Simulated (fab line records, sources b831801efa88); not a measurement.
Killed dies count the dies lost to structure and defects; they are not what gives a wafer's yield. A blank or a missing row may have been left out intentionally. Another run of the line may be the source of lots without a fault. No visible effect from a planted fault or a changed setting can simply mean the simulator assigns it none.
fab line records -- flow gf180mcu
record lots=6, wafers=18, last_day=34
route steps=602 shown M5@532 V5@540
lots that met no fault: taken from a fault-free run of the same line
start_h: the number of hours between the record's first day and the start of the first shown wafer of the lot -- wait_h: how many hours have passed since the lot's step before this one -- " same as the row above -- L1.1+2: a single row standing in for several wafers -- - either no value or no given start -- * or withheld: withheld -- < > ~ a bound
route shown NAME@n: a module of which the file shows steps, and the number in the route of the first -- usual: average and standard deviation across the fault-free wafers -- same: alike in all rows -- chamber/n: place in a boat -- sites: readings site by site -- _std_site: how widely they spread, as a standard deviation -- _edge_site: inner sites' mean taken away from outer sites' mean -- radius_mm: for every site, how far away it sits from the centre of the wafer -- mask NAME#n: copy n -- behind: tool/chamber where the wafer was last shaped -- hold: why the lot went on hold/how many hours it stayed there/how the hold came to an end -- device: the n, p or np transistor that did not switch -- end of line: tests run on the same wafers once the route is complete -- a step given without rows: its recipe and nothing more -- killed: count of dies lost to structure and defects at first sort (not the wafer's yield) -- map: dies across one wafer; x = killed, . = not, _ = none there
set.NAME: the setting the step ran with; set.NAME@STEP: the setting that earlier step ran with -- model.NAME: the simulator's own value behind a step, which no gauge read
lots seen at some steps along the route; tables by step, rows by wafer
services: when a tool's chamber went out of use (start_h, in hours from the record's first day, below 0 if earlier), for how many hours, and the reason
## steps
# step GF_M5_DEVELOP_06
# recipe develop_time_s=60, dev_temp_c=21
# step GF_M5_CD_MEAS_07
# recipe target_cd_nm=280
# usual cd_nm=280.0/1.1
lot.wafer,tool,chamber,start_h,wait_h,cd_nm
L682.1,cd_sem-02,-,639.78,0.1,280.0
L682.3,cd_sem-02,-,639.78,0.1,279.8
L682.4,cd_sem-02,-,639.78,0.1,279.1
L684.1,cd_sem-02,-,652.20,0.1,281.7
L684.3,cd_sem-02,-,652.20,0.1,282.5
L684.4,cd_sem-02,-,652.20,0.1,281.3
L685.2,cd_sem-01,-,660.09,0.1,279.4
L685.5,cd_sem-01,-,660.09,0.1,279.1
L685.6,cd_sem-01,-,660.09,0.1,278.6
L690.1,cd_sem-01,-,697.20,0.1,278.8
L690.2,cd_sem-01,-,697.20,0.1,280.0
L690.3,cd_sem-01,-,697.20,0.1,278.3
L693.2,cd_sem-02,-,716.14,0.1,279.6
L693.5,cd_sem-02,-,716.14,0.1,280.3
L693.6,cd_sem-02,-,716.14,0.1,280.0
L698.3,cd_sem-02,-,749.64,0.1,279.1
L698.5,cd_sem-02,-,749.64,0.1,278.9
L698.6,cd_sem-02,-,749.64,0.1,279.3
# step GF_M5_OVL_MEAS_08
# usual M5_OVL=0/6.1
lot.wafer,tool,chamber,start_h,wait_h,M5_OVL[nm]
L682.1,overlay-02,-,639.90,0.1,-2
L682.3,overlay-02,-,639.90,0.1,2
L682.4,overlay-02,-,639.90,0.1,-1
L684.1,overlay-01,-,652.32,0.1,6
L684.3,overlay-01,-,652.32,0.1,13
L684.4,overlay-01,-,652.32,0.1,1
L685.2,overlay-01,-,660.19,0.1,-1
L685.5,overlay-01,-,660.19,0.1,5
L685.6,overlay-01,-,660.19,0.1,-4
L690.1,overlay-02,-,697.32,0.1,-2
L690.2,overlay-02,-,697.32,0.1,0
L690.3,overlay-02,-,697.32,0.1,-7
L693.2,overlay-01,-,716.24,0.1,-13
L693.5,overlay-01,-,716.24,0.1,-2
L693.6,overlay-01,-,716.24,0.1,-12
L698.3,overlay-01,-,749.73,0.1,-4
L698.5,overlay-01,-,749.73,0.1,-3
L698.6,overlay-01,-,749.73,0.1,-7
# step GF_M5_ETCH_09
# recipe chemistry=CF4/O2, target=Si3N4, target_depth_nm=52, source_w=800, bias_w=150, pressure_mtorr=150, cf4_flow_sccm=80, O2_flow_sccm=10, time_s=11.6
# usual drypump_motor_current_A=5.7/0.38, oes_product_au=1.000/0.0075, throttle_valve_pct=5.971/0.0097
lot.wafer,tool,chamber,start_h,wait_h,drypump_motor_current_A,oes_product_au,rf_hours_counter_h,throttle_valve_pct
L682.1,rie_diel-04,0,639.94,0.0,6.3,1.010,5,5.951
L682.3,rie_diel-04,2,639.94,0.0,5.8,1.003,32,5.957
L682.4,rie_diel-04,1,639.94,0.0,5.3,1.008,1,5.976
L684.1,rie_diel-01,0,652.36,0.0,5.5,1.007,18,5.958
L684.3,rie_diel-01,1,652.36,0.0,5.6,0.995,3,5.977
L684.4,rie_diel-01,3,652.36,0.0,6.2,0.994,17,5.972
L685.2,rie_diel-02,0,660.22,0.0,4.9,1.009,35,5.974
L685.5,rie_diel-02,2,660.22,0.0,5.6,1.000,-,5.962
L685.6,rie_diel-02,0,660.22,0.0,4.9,1.008,-,5.970
L690.1,rie_diel-01,3,697.36,0.0,6.2,0.987,19,5.967
L690.2,rie_diel-01,0,697.36,0.0,5.5,0.999,20,5.967
L690.3,rie_diel-01,2,697.36,0.0,5.2,0.989,25,5.973
L693.2,rie_diel-01,2,716.27,0.0,5.2,1.001,26,5.985
L693.5,rie_diel-01,0,716.27,0.0,5.5,0.997,-,5.985
L693.6,rie_diel-01,3,716.27,0.0,6.2,0.991,-,5.984
L698.3,rie_diel-01,3,749.77,0.0,6.2,0.988,-,5.958
L698.5,rie_diel-01,3,749.77,0.0,6.3,0.981,-,5.968
L698.6,rie_diel-01,1,749.77,0.0,5.6,0.997,-,5.956
# step GF_M5_METAL_ETCH_10
# recipe chemistry=Cl2/BCl3, mask_material=KrF, target_depth_nm=750.8, stop_on=SiO2, pressure_mtorr=8, icp_w=800, bias_w=140, Cl2_flow_sccm=80, bcl3_flow_sccm=40, time_s=125.1
# usual drypump_motor_current_A=6.0/0.39, oes_product_au=0.989/0.0053, throttle_valve_pct=28.232/0.011
lot.wafer,tool,chamber,start_h,wait_h,drypump_motor_current_A,oes_product_au,rf_hours_counter_h,throttle_valve_pct
L682.1,rie_metal-01,1,639.96,0.0,6.3,0.988,14,28.239
L682.3,rie_metal-01,1,639.96,0.0,6.3,0.986,-,28.231
L682.4,rie_metal-01,1,639.96,0.0,6.3,0.983,-,28.229
L684.1,rie_metal-02,1,652.38,0.0,6.4,0.986,1,28.247
L684.3,rie_metal-02,0,652.38,0.0,6.1,0.980,-,28.235
L684.4,rie_metal-02,1,652.38,0.0,6.3,0.983,-,28.243
L685.2,rie_metal-02,0,660.25,0.0,6.1,0.984,8,28.228
L685.5,rie_metal-02,0,660.25,0.0,6.1,0.987,-,28.256
L685.6,rie_metal-02,1,660.25,0.0,6.3,0.985,-,28.227
L690.1,rie_metal-03,1,697.38,0.0,6.2,0.978,9,28.235
L690.2,rie_metal-03,0,697.38,0.0,5.5,0.984,7,28.218
L690.3,rie_metal-03,1,697.38,0.0,6.2,0.989,-,28.236
L693.2,rie_metal-01,1,716.30,0.0,6.3,0.993,0,28.234
L693.5,rie_metal-01,1,716.30,0.0,6.3,0.992,-,28.238
L693.6,rie_metal-01,0,716.30,0.0,5.3,0.992,-,28.242
L698.3,rie_metal-01,0,749.83,0.1,5.4,0.988,-,28.238
L698.5,rie_metal-01,0,749.83,0.1,5.3,0.992,-,28.228
L698.6,rie_metal-01,1,749.83,0.1,6.3,0.997,-,28.241
# step GF_M5_STRIP_11
# recipe chemistry=O2/N2, power_w=1400, pressure_mtorr=1500, platen_temp_c=250, o2_flow_sccm=3000, n2_flow_sccm=300, overash_fraction=0.5
# usual drypump_motor_current_A=5.7/0.68, heater_power_w=335/44, oes_product_au=0.524/0.0049, strip_time_to_endpoint_s=7.06/0.044
# same overash_fraction=0.5
lot.wafer,tool,chamber,start_h,wait_h,drypump_motor_current_A,heater_power_w,oes_product_au,rf_hours_counter_h,strip_time_to_endpoint_s
L682.1,plasma_asher-01,0,640.22,0.2,6.3,389,0.522,80,7.04
L682.3,plasma_asher-01,1,640.22,0.2,6.6,267,0.519,-,7.07
L682.4,plasma_asher-01,0,640.22,0.2,6.3,382,0.527,-,7.03
L684.1,plasma_asher-03,0,652.51,0.1,5.2,284,0.523,102,7.09
L684.3,plasma_asher-03,0,652.51,0.1,5.2,280,0.529,-,7.12
L684.4,plasma_asher-03,1,652.51,0.1,4.7,359,0.522,-,7.15
L685.2,plasma_asher-04,0,660.38,0.1,6.1,340,0.531,25,7.09
L685.5,plasma_asher-04,0,660.38,0.1,6.1,337,0.531,-,7.06
L685.6,plasma_asher-04,1,660.38,0.1,6.1,382,0.518,-,7.04
L690.1,plasma_asher-03,0,697.51,0.1,5.2,285,0.524,107,7.11
L690.2,plasma_asher-03,1,697.51,0.1,4.7,369,0.520,107,7.11
L690.3,plasma_asher-03,1,697.51,0.1,4.7,361,0.521,-,7.12
L693.2,plasma_asher-04,0,716.43,0.1,6.1,335,0.530,30,7.08
L693.5,plasma_asher-04,1,716.43,0.1,6.1,373,0.542,-,7.08
L693.6,plasma_asher-04,0,716.43,0.1,6.1,328,0.523,-,7.11
L698.3,plasma_asher-01,1,749.95,0.1,6.6,259,0.531,-,7.15
L698.5,plasma_asher-01,0,749.95,0.1,6.2,385,0.527,-,7.12
L698.6,plasma_asher-01,1,749.95,0.1,6.6,271,0.529,-,7.10
# step GF_M5_STRIP_12
# recipe chemistry=post_etch_residue_remover, time_s=1200, temp_c=72.5
# step GF_M5_CLEAN_13
# recipe chemistry=DIW, dry=n2_spin
# step GF_V5_CVD_00
# recipe material=SiO2, target_thk_nm=300, sigma_open_frac=0.3, temp_c=400, time_s=50, sih4_flow_sccm=60, pressure_mtorr=6
# step GF_V5_THK_MEAS_01
# recipe reads=SiO2_of_V5_CVD_00
# usual V5_CVD_00_THK=299/3.2
lot.wafer,tool,chamber,start_h,wait_h,V5_CVD_00_THK[nm]
L682.1,film_metro-04,-,640.83,0.0,298
L682.3,film_metro-04,-,640.83,0.0,297
L682.4,film_metro-04,-,640.83,0.0,297
L684.1,film_metro-01,-,653.12,0.0,297
L684.3,film_metro-01,-,653.12,0.0,297
L684.4,film_metro-01,-,653.12,0.0,297
L685.2,film_metro-02,-,660.96,0.0,303
L685.5,film_metro-02,-,660.96,0.0,303
L685.6,film_metro-02,-,660.96,0.0,302
L690.1,film_metro-04,-,698.09,0.0,294
L690.2,film_metro-04,-,698.09,0.0,301
L690.3,film_metro-04,-,698.09,0.0,298
L693.2,film_metro-01,-,717.06,0.1,301
L693.5,film_metro-01,-,717.06,0.1,300
L693.6,film_metro-01,-,717.06,0.1,303
L698.3,film_metro-01,-,750.52,0.0,298
L698.5,film_metro-01,-,750.52,0.0,297
L698.6,film_metro-01,-,750.52,0.0,298
# step GF_V5_CVD_02
# recipe material=SiO2, target_thk_nm=1450, precursor=TEOS, temp_c=400, time_s=163.28, rf_w=612.1
# usual heater_power_w=647/99
lot.wafer,tool,chamber,start_h,wait_h,heater_power_w,since_wet_clean_h
L682.1,pecvd-03,0,640.89,0.1,736,466
L682.3,pecvd-03,1,640.89,0.1,698,466
L682.4,pecvd-03,0,640.89,0.1,784,-
L684.1,pecvd-01,0,653.18,0.1,430,687
L684.3,pecvd-01,0,653.18,0.1,521,-
L684.4,pecvd-01,2,653.18,0.1,653,-
L685.2,pecvd-04,0,661.01,0.0,538,56
L685.5,pecvd-04,2,661.01,0.0,738,-
L685.6,pecvd-04,0,661.01,0.0,617,-
L690.1,pecvd-03,2,698.15,0.1,677,524
L690.2,pecvd-03,1,698.15,0.1,759,524
L690.3,pecvd-03,0,698.15,0.1,799,524
L693.2,pecvd-04,2,717.11,0.0,734,112
L693.5,pecvd-04,1,717.11,0.0,598,-
L693.6,pecvd-04,0,717.11,0.0,512,-
L698.3,pecvd-01,1,750.56,0.0,685,784
L698.5,pecvd-01,1,750.56,0.0,570,-
L698.6,pecvd-01,2,750.56,0.0,642,-
# step GF_V5_THK_MEAS_03
# recipe reads=SiO2_of_V5_CVD_02
# usual V5_CVD_02_THK=1454/19
lot.wafer,tool,chamber,start_h,wait_h,V5_CVD_02_THK[nm]
L682.1,film_metro-04,-,641.00,0.1,1436
L682.3,film_metro-04,-,641.00,0.1,1422
L682.4,film_metro-04,-,641.00,0.1,1469
L684.1,film_metro-01,-,653.34,0.1,1455
L684.3,film_metro-01,-,653.34,0.1,1482
L684.4,film_metro-01,-,653.34,0.1,1496
L685.2,film_metro-01,-,661.13,0.1,1407
L685.5,film_metro-01,-,661.13,0.1,1441
L685.6,film_metro-01,-,661.13,0.1,1439
L690.1,film_metro-01,-,698.25,0.1,1436
L690.2,film_metro-01,-,698.25,0.1,1433
L690.3,film_metro-01,-,698.25,0.1,1450
L693.2,film_metro-02,-,717.23,0.1,1412
L693.5,film_metro-02,-,717.23,0.1,1450
L693.6,film_metro-02,-,717.23,0.1,1448
L698.3,film_metro-04,-,750.68,0.1,1439
L698.5,film_metro-04,-,750.68,0.1,1470
L698.6,film_metro-04,-,750.68,0.1,1495
# step GF_V5_CMP_04
# recipe material=SiO2, down_force_psi=4, platen_rpm=60, pad_velocity_m_s=0.94248
# usual edge_zone_pressure_frac=1.000/0.0044, head_pressure_psi=4.000/0.0081, motor_current_A=11.7/0.8, slurry_filter_dp_kPa=13.50/0.13
lot.wafer,tool,chamber,start_h,wait_h,edge_zone_pressure_frac,head_pressure_psi,motor_current_A,slurry_filter_dp_kPa,model.SiO2_of_V5_CVD_02.thk_nm
L682.4,cmp-01,3,641.06,0.0,0.999,4.004,11.1,13.65,856.7
L682.3,cmp-01,1,641.06,0.0,1.002,4.001,12.4,13.41,855.2
L682.1,cmp-01,2,641.06,0.0,1.003,4.002,14.1,13.56,855.6
L684.3,cmp-02,3,653.40,0.0,-,-,-,-,1483
L684.1,cmp-02,0,653.40,0.0,-,-,-,-,1454
L684.4,cmp-02,1,653.40,0.0,-,-,-,-,1497
L685.2,cmp-02,0,661.28,0.1,-,-,-,-,1407
L685.5,cmp-02,2,661.28,0.1,-,-,-,-,1441
L685.6,cmp-02,3,661.28,0.1,-,-,-,-,1439
L690.2,cmp-02,3,698.36,0.1,1.002,3.998,12.2,13.41,855.9
L690.1,cmp-02,0,698.36,0.1,0.994,3.992,11.8,13.44,855.7
L690.3,cmp-02,1,698.36,0.1,1.003,4.010,11.0,13.64,854.4
L693.2,cmp-02,2,717.62,0.4,1.000,3.994,11.4,13.56,853.8
L693.5,cmp-02,3,717.62,0.4,1.002,3.999,11.7,13.52,855.6
L693.6,cmp-02,0,717.62,0.4,1.000,4.002,12.3,13.42,855.4
L698.3,cmp-02,2,750.82,0.1,0.994,3.989,11.3,13.61,853.6
L698.5,cmp-02,0,750.82,0.1,1.007,4.008,12.0,13.37,855
L698.6,cmp-02,1,750.82,0.1,0.997,3.984,10.9,13.25,854.1
# step GF_V5_BOW_MEAS_05
# recipe mode=bow
# usual V5_BOW=138/9.3
lot.wafer,tool,chamber,start_h,wait_h,hold,V5_BOW[um]
L682.1,film_metro-02,-,641.36,0.1,-,150
L682.3,film_metro-02,-,641.36,0.1,-,139
L682.4,film_metro-02,-,641.36,0.1,-,140
L684.1,film_metro-02,-,653.70,0.2,await_dispo/0.2h/release,165
L684.3,film_metro-02,-,653.70,0.2,await_dispo/0.2h/release,167
L684.4,film_metro-02,-,653.70,0.2,await_dispo/0.2h/release,166
L684.1,film_metro-02,-,653.99,0.3,-,-
L684.3,film_metro-02,-,653.99,0.3,-,-
L684.4,film_metro-02,-,653.99,0.3,-,-
L685.2,film_metro-04,-,661.50,0.2,await_dispo/0.2h/release,162
L685.5,film_metro-04,-,661.50,0.2,await_dispo/0.2h/release,168
L685.6,film_metro-04,-,661.50,0.2,await_dispo/0.2h/release,150
L685.2,film_metro-04,-,661.79,0.3,-,-
L685.5,film_metro-04,-,661.79,0.3,-,-
L685.6,film_metro-04,-,661.79,0.3,-,-
L690.1,film_metro-01,-,698.61,0.1,-,157
L690.2,film_metro-01,-,698.61,0.1,-,142
L690.3,film_metro-01,-,698.61,0.1,-,147
L693.2,film_metro-01,-,717.79,0.1,-,136
L693.5,film_metro-01,-,717.79,0.1,-,145
L693.6,film_metro-01,-,717.79,0.1,-,147
L698.3,film_metro-04,-,751.06,0.2,-,139
L698.5,film_metro-04,-,751.06,0.2,-,127
L698.6,film_metro-04,-,751.06,0.2,-,148
## services
tool,chamber,start_h,hours,kind
cmp-01,-,629.47,1.9,repair
rie_diel-02,-,634.28,0.3,repair
cmp-02,-,634.36,0.3,repair
rie_diel-02,3,634.64,70.8,repair
rie_metal-01,0,638.37,1.8,repair
pecvd-01,1,641.61,27.9,repair
pecvd-01,0,644.40,7.2,repair
rie_diel-02,-,645.59,14.6,pm
cmp-01,-,648.92,5.2,repair
rie_diel-01,2,663.08,1.4,repair
cmp-01,-,663.81,2.8,pm
pecvd-04,1,668.70,16.0,repair
rie_diel-01,3,688.13,3.1,repair
rie_diel-04,2,690.12,6.8,repair
rie_diel-02,0,691.69,13.0,repair
cmp-01,-,708.44,1.3,repair
cmp-01,-,710.23,11.1,pm
pecvd-04,-,715.93,0.5,repair
pecvd-01,-,723.75,2.8,pm
plasma_asher-03,-,733.75,9.0,pm
pecvd-04,0,736.59,8.3,repair
plasma_asher-01,-,739.12,1.3,repair
rie_diel-01,0,746.49,3.6,repair
rie_diel-01,2,749.63,6.0,repair
## key
first_sign step=GF_V5_CMP_04, reading=tool_record, direction=missing
effect step=GF_V5_BOW_MEAS_05, reading=visit, direction=added
model_effect step=GF_V5_CMP_04, value=SiO2_of_V5_CVD_02.thk_nm, without=854.1, struck=1453
met_at GF_V5_CMP_04
struck_wafers L684.1,L684.3,L684.4,L685.2,L685.5,L685.6
scrapped_behind GF_V5_BOW_MEAS_05 L684.1,L684.3,L684.4,L685.2,L685.5,L685.6
fault kind=skipped_step_whole, tool=cmp-02, chamber=-, onset_h=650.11, steps=GF_V5_CMP_04, scope=struck_lots_only
